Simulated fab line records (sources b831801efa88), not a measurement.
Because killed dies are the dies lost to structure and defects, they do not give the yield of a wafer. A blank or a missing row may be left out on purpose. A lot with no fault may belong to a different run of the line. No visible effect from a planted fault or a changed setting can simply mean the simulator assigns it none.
2 desks, one fault    flow gf180mcu    every desk sees just its own numbers, and what lay behind them comes last

== METROLOGY DESK ==
Lot by lot, what the gauges showed, no matter which tool ran the lot: averages of those sampled wafers that carry a number. A lot is out of limits, marked OUT, if its mean lies more than 4 standard deviations from the usual mean; the brackets give that distance.
Columns: A = STI_CVD_23_THK at GF_STI_THK_MEAS_24, usual 651 nm; B = POLY_GATE_OXIDATION_THK at GF_POLY_GATE_THK_MEAS_17, usual 3.98 nm; C = NSD_RS at GF_PSD_RS_MEAS_14, usual 46.16 ohm/sq
lot   first seen here  A    B     C
L662  day 2 02:37      658  3.78  46.33
L663  day 2 08:47      650  4.04  46.16
L664  day 2 13:51      641  4.02  46.14
L665  day 2 18:35      653  3.95  46.21
L666  day 2 23:40      653  3.95  46.29
L667  day 3 06:29      654  3.97  46.11
L668  day 3 10:08      661  4.04  46.15
L670  day 3 22:43      658  3.94  46.15
L671  day 4 02:10      650  4.13  46.14
L678  day 5 15:56      652  3.96  46.08
L679  day 5 19:37      651  3.88  46.10
L682  day 6 12:20      655  4.00  46.14
L683  day 6 17:47      647  4.01  46.15
L685  day 7 02:34      651  4.01  46.25
This desk found nothing out of limits on any of the 14 lots.

== TOOL OWNER'S DESK, plasma-asher-03 ==
The tool's own readings at GF_MVSD_STRIP_10 (strips in O2/N2): means of the sampled wafers that have a number, for each lot that ran on this tool. A lot is out of limits, marked OUT, if its mean lies more than 4 standard deviations from the usual mean; the brackets give that distance.
Columns: A = drypump-motor-current-A at GF_MVSD_STRIP_10, usual 6.25 A; B = heater-power-w at GF_MVSD_STRIP_10, usual 329 W; C = n2-flow-sccm at GF_MVSD_STRIP_10, usual 299.9 sccm; D = o2-flow-sccm at GF_MVSD_STRIP_10, usual 3001 sccm; E = oes-product-au at GF_MVSD_STRIP_10, usual 0.722 a.u.; F = strip-time-to-endpoint-s at GF_MVSD_STRIP_10, usual 36.97 s
lot   first seen here  A     B    C      D               E      F
L662  day 4 11:12      6.11  327  300.1  2995            0.724  36.93
L663  day 4 17:19      6.08  328  299.5  3001            0.723  37.18
L668  day 5 19:59      6.07  334  299.7  3001            0.719  36.97
L670  day 6 09:38      6.00  337  300.1  3000            0.725  36.96
L678  day 8 09:02      6.09  332  300.3  2403 (-70) OUT  0.713  37.75 (+7.1) OUT
L679  day 8 15:49      6.07  331  299.6  2395 (-71) OUT  0.709  37.39
This desk finds L678, L679 out of limits, L678 being first, at day 8 09:02 (o2-flow-sccm at GF_MVSD_STRIP_10). In limits: L662, L663, L668, L670.

== TAKEN TOGETHER ==
An alarm could have come from the tool owner's desk at day 8 09:02, on L678, L679.
From the metrology desk's view, nothing was out of limits.
The metrology desk holds a record of L678, L679, inside its limits.
Of the lots named, all ran GF_MVSD_STRIP_10 on plasma-asher-03.

== WHAT WAS PUT IN BY THE SIMULATOR ==
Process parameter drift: plasma-asher-03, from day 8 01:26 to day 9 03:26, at GF_MVSD_STRIP_10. Setting o2-flow-sccm, moved by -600, from 3000. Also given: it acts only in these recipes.
Shown lots that were struck: L678, L679.
Delay in hours, fault start to first out-of-limits reading, by desk: the tool owner's desk at 8.
